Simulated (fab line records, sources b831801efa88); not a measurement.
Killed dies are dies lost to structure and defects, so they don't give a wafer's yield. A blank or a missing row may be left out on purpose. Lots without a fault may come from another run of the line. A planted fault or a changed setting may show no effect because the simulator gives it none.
A struck lot beside a sound one | flow sfq_line | 14 steps out of a route of 325
Sound: wafers L306.1, L306.2, L306.5. Struck: wafers L316.1, L316.4, L316.6. The cause comes at the end.
At each step with rows: each side's tool, then ch and its chambers, then its first start. Under that, the readings that differ: sound wafers | struck wafers | difference of the means | sigmas: that difference in standard deviations of wafers without a fault.
alike: readings whose means differ by less than 2 such deviations, and words and numbers that are the same on both sides. not compared: withheld readings, readings that some wafer has no value for, bounds like >300 that may hide the same value, and numbers for which the record gives no deviation and whose values overlap.
The two part at a step that has a row with sigmas, a row that says differs or no value, or rows on one side only. Numbers that don't overlap but have no deviation are shown without sigmas and don't part them. A reading that every wafer of one side lacks parts them only if that side has two wafers or more.

first, 1 step without rows for these wafers: SFQ_TRILAYER_R5_LITHO_DEVELOP_138 (time 60 s).
SFQ_R5_OVL_MEAS_935:
  sound on overlay-01, day 63 04:51; struck on overlay-01, day 66 20:11
  alike: R5_OVL
SFQ_TRILAYER_R5_BARC_OPEN_METAL_ETCH_177: etches BARC in O2, target depth 125 nm, time 41.7 s.
  sound on rie_metal-04 ch 0,1, day 63 04:53; struck on rie_metal-03 ch 0,1, day 66 20:13
  alike: drypump_motor_current_A, oes_product_au
  not compared: rf_hours_counter_h
SFQ_TRILAYER_R5_ETCH_METAL_ETCH_139: etches the open film in Cl2, stops on SiO2, target depth 60 nm, time 40 s.
  sound on rie_metal-04 ch 0,1, day 63 04:56; struck on rie_metal-03 ch 0,1, day 66 20:17
  alike: drypump_motor_current_A, oes_product_au
  not compared: rf_hours_counter_h
SFQ_TRILAYER_R5_STRIP_STRIP_140: strips in O2.
  sound on rie_metal-04 ch 0,1, day 63 05:00; struck on rie_metal-03 ch 0,1, day 66 20:20
  alike: drypump_motor_current_A, oes_product_au
  not compared: rf_hours_counter_h
then, 1 step without rows for these wafers: SFQ_TRILAYER_R5_STRIP_SOLV_CLEAN_141 (cleans in NMP, time 600 s).
SFQ_TRILAYER_A5C_DEP_PECVD_142: deposits SiO2 from SiH4/N2O, time 15.556 s, target thk 70 nm.
  sound on pecvd-03 ch 1,2, day 63 05:47; struck on pecvd-03 ch 0,1, day 66 21:07
  alike: chamber_pressure_Torr, heater_power_w, throttle_valve_pct
  not compared: since_wet_clean_h
then, 5 steps without rows for these wafers: SFQ_TRILAYER_I5_LITHO_COAT_149 (resist thk 62 nm); SFQ_TRILAYER_I5_LITHO_COAT_144 (resist thk 650 nm); SFQ_TRILAYER_I5_LITHO_SOFTBAKE_148; SFQ_TRILAYER_I5_LITHO_EXPOSE_145 (exposes mask I5, target cd 700 nm); SFQ_TRILAYER_I5_LITHO_PEB_147 (peb time 60 s).
SFQ_TRILAYER_I5_LITHO_DEVELOP_146: time 60 s.
  sound on litho_track-04 ch 0, day 63 07:54; struck on litho_track-01, day 66 23:22
  no value came back on the struck wafers for chill_plate_temp_C (C), exhaust_pa (Pa); on the sound wafers chill_plate_temp_C (C) reads 22.87 23.03 22.86
  reading                                             | sound         | struck          | difference | sigmas
  model.KrF_of_TRILAYER_I5_LITHO_COAT_144.thk_nm (nm) | 625.9 626 626 | 649.1 651.2 649 | +23.8      |
SFQ_I5_OVL_MEAS_936:
  sound on overlay-02, day 63 08:03; struck on overlay-02, day 66 23:31
  reading     | sound    | struck | difference                    | sigmas
  I5_OVL (nm) | 11 14 12 | - - -  | no value on the struck wafers |

WHERE THEY PART
First at SFQ_TRILAYER_I5_LITHO_DEVELOP_146; last, within this record, at SFQ_I5_OVL_MEAS_936.

WHY: what the simulator had put in
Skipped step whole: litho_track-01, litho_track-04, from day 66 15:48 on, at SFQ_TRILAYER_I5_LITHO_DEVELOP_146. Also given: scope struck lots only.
